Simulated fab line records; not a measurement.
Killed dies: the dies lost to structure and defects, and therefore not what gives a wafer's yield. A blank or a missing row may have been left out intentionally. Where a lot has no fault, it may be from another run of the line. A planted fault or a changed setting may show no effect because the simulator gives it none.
Which tool did it?    flow gf180mcu    Sampling: 14 lots, 42 wafers, 6 of 602 route steps

## WHAT EACH GAUGE READ, for each wafer
GF_STI_THK_MEAS_24.
lot   measured     on             STI_CVD_23_THK (nm)
L274  day 2 05:02  film_metro-02  656 645 648
L275  day 2 09:05  film_metro-02  649 648 656
L276  day 2 13:47  film_metro-04  655 655 646
L277  day 2 19:20  film_metro-04  650 652 635
L278  day 3 00:24  film_metro-04  635 652 649
L279  day 3 05:27  film_metro-04  663 638 656
L280  day 3 10:08  film_metro-02  625 647 636
L284  day 4 07:14  film_metro-04  661 657 639
L285  day 4 13:39  film_metro-02  626 651 633
L286  day 4 17:35  film_metro-03  653 641 648
L287  day 4 23:03  film_metro-02  645 645 645
L288  day 5 04:13  film_metro-03  653 661 649
L293  day 6 07:07  film_metro-02  659 628 658
L294  day 6 10:46  film_metro-03  655 655 658

GF_LVPWELL_TW_MEAS_11.
lot   measured     on             LVPWELL_TW
L274  day 3 22:28  film_metro-01  555 556 557
L275  day 4 01:50  film_metro-01  550 551 552
L276  day 4 07:15  film_metro-01  552 556 552
L277  day 4 12:52  film_metro-04  548 547 545
L278  day 4 18:26  film_metro-04  546 547 549
L279  day 5 01:05  film_metro-03  558 555 555
L280  day 5 05:31  film_metro-03  556 555 555
L284  day 6 05:01  film_metro-03  557 560 553
L285  day 6 12:12  film_metro-03  553 555 557
L286  day 6 17:22  film_metro-03  556 551 556
L287  day 6 23:55  film_metro-01  553 555 551
L288  day 7 04:49  film_metro-03  559 559 560
L293  day 8 09:34  film_metro-03  684 682 681
L294  day 8 13:17  film_metro-04  673 671 672

GF_VT_IMPLANT_RS_MEAS_48: a four-point-probe measurement.
lot   measured      on             LVPWELL_RS (ohm/sq)
L274  day 7 15:11   film_metro-03  1192.0 1194.7 1194.1
L275  day 7 19:42   film_metro-04  1196.3 1197.0 1198.1
L276  day 8 02:42   film_metro-04  1193.4 1196.5 1195.5
L277  day 8 08:23   film_metro-03  1195.0 1189.2 1194.5
L278  day 8 14:11   film_metro-04  1192.8 1192.4 1192.3
L279  day 8 23:46   film_metro-03  1194.2 1194.2 1195.1
L280  day 9 03:40   film_metro-01  1194.7 1195.0 1193.2
L284  day 10 08:06  film_metro-01  1196.3 1197.2 1197.1
L285  day 10 16:37  film_metro-04  1196.2 1194.8 1193.4
L286  day 10 23:46  film_metro-04  1200.7 1199.7 1199.5
L287  day 11 06:55  film_metro-01  1198.5 1198.8 1195.6
L288  day 11 12:38  film_metro-01  1200.4 1200.3 1198.4
L293  day 12 21:32  film_metro-01  1169.8 1169.1 1174.6
L294  day 13 02:40  film_metro-01  1171.1 1172.7 1169.7

GF_POLY_GATE_OVL_MEAS_11.
lot   measured      on          POLY_GATE_OVL (nm)
L274  day 9 06:55   overlay-01  -2 -6 -3
L275  day 9 12:47   overlay-01  -11 -9 -8
L276  day 9 17:40   overlay-01  -5 -4 -7
L277  day 9 21:25   overlay-02  -1 4 1
L278  day 10 05:10  overlay-01  -6 -5 -5
L279  day 10 16:16  overlay-01  -8 -9 -11
L280  day 10 21:28  overlay-01  4 0 -1
L284  day 12 04:01  overlay-01  -3 -2 -1
L285  day 12 12:28  overlay-02  -7 -1 -6
L286  day 12 20:10  overlay-02  2 -1 1
L287  day 13 02:30  overlay-01  -6 -3 -6
L288  day 13 08:31  overlay-01  -2 -3 1
L293  day 14 20:28  overlay-02  -2 2 -3
L294  day 14 23:48  overlay-01  -7 -3 -5

GF_PSD_CD_MEAS_07: the cd target is 400 nm.
lot   measured      on         cd_nm (nm)
L274  day 14 06:22  cd_sem-01  394.3 395.0 393.3
L275  day 14 18:26  cd_sem-01  397.9 399.1 398.0
L276  day 14 20:41  cd_sem-01  401.1 401.7 401.7
L277  day 14 23:37  cd_sem-02  397.8 401.9 400.5
L278  day 15 17:03  cd_sem-02  396.8 397.6 398.6
L279  day 15 21:03  cd_sem-01  399.5 400.0 400.8
L280  day 16 02:06  cd_sem-02  402.9 402.4 400.8
L284  day 17 21:13  cd_sem-02  398.3 398.6 399.2
L285  day 18 01:44  cd_sem-02  402.4 401.6 401.3
L286  day 18 20:46  cd_sem-02  396.0 392.9 395.2
L287  day 18 22:00  cd_sem-02  399.3 400.5 400.7
L288  day 19 01:59  cd_sem-02  398.6 399.9 396.1
L293  day 20 23:38  cd_sem-01  401.5 398.8 398.6
L294  day 21 03:11  cd_sem-01  401.3 401.2 401.0

## TOOL THAT RAN EACH LOT (tool first, then ch and the chambers of the sampled wafers, then the start)
lot   GF_LVPWELL_IMPLANT_09
L274  implanter-04 ch 0, day 3 22:13
L275  implanter-03 ch 0, day 4 01:37
L276  implanter-03 ch 0, day 4 07:01
L277  implanter-01 ch 0, day 4 12:38
L278  implanter-03 ch 0, day 4 18:11
L279  implanter-04 ch 0, day 5 00:50
L280  implanter-01 ch 0, day 5 05:17
L284  implanter-01 ch 0, day 6 04:47
L285  implanter-04 ch 0, day 6 11:58
L286  implanter-01 ch 0, day 6 17:10
L287  implanter-04 ch 0, day 6 23:40
L288  implanter-04 ch 0, day 7 04:34
L293  implanter-01 ch 0, day 8 09:19
L294  implanter-03 ch 0, day 8 12:53
- GF_LVPWELL_IMPLANT_09

## AS READ BY THE TOOLS THEMSELVES (means over the sampled wafers that have a number; for cases with no such wafer, the mark the record gives instead)
The record holds no such reading with a usual standard deviation.

## THE ANSWER, worked out from the rows above alone
Rule: usual is defined by the lots themselves. The widest of any qualifying gaps counts: lots, ordered by their means at a reading, are off when they make up no more than a third of the lots, leave a main group of 4 or more, and stand apart from it by 3 or more times the standard deviation of that group's means. The tables above print the reading to a certain number of digits; a main group whose means all agree to those digits is not used. Also off: a lot with no number at a reading for which 4 or more lots have one. The other lots that the step has rows for count as sound. The gauges are gone through in route order, then the tools' own readings, and for those a lot's mean is taken as printed above. At the first step where some lot is off, the reading lying furthest off is the one used; lots without a number count as furthest.
Off: L293, L294, seen at GF_LVPWELL_TW_MEAS_11 (LVPWELL_TW). Main group: mean 554, sd 3.6.
A tool fits if, at a process step before that reading, it ran every lot that is off, and no sound lot after the first of them. Not tried: the gauges at GF_LVPWELL_TW_MEAS_11; whatever is off there is also off at GF_VT_IMPLANT_RS_MEAS_48, on other tools, and gauge error can't account for it. Not one of the candidates tried fits.

## WHAT THE SIMULATOR HAD PUT IN
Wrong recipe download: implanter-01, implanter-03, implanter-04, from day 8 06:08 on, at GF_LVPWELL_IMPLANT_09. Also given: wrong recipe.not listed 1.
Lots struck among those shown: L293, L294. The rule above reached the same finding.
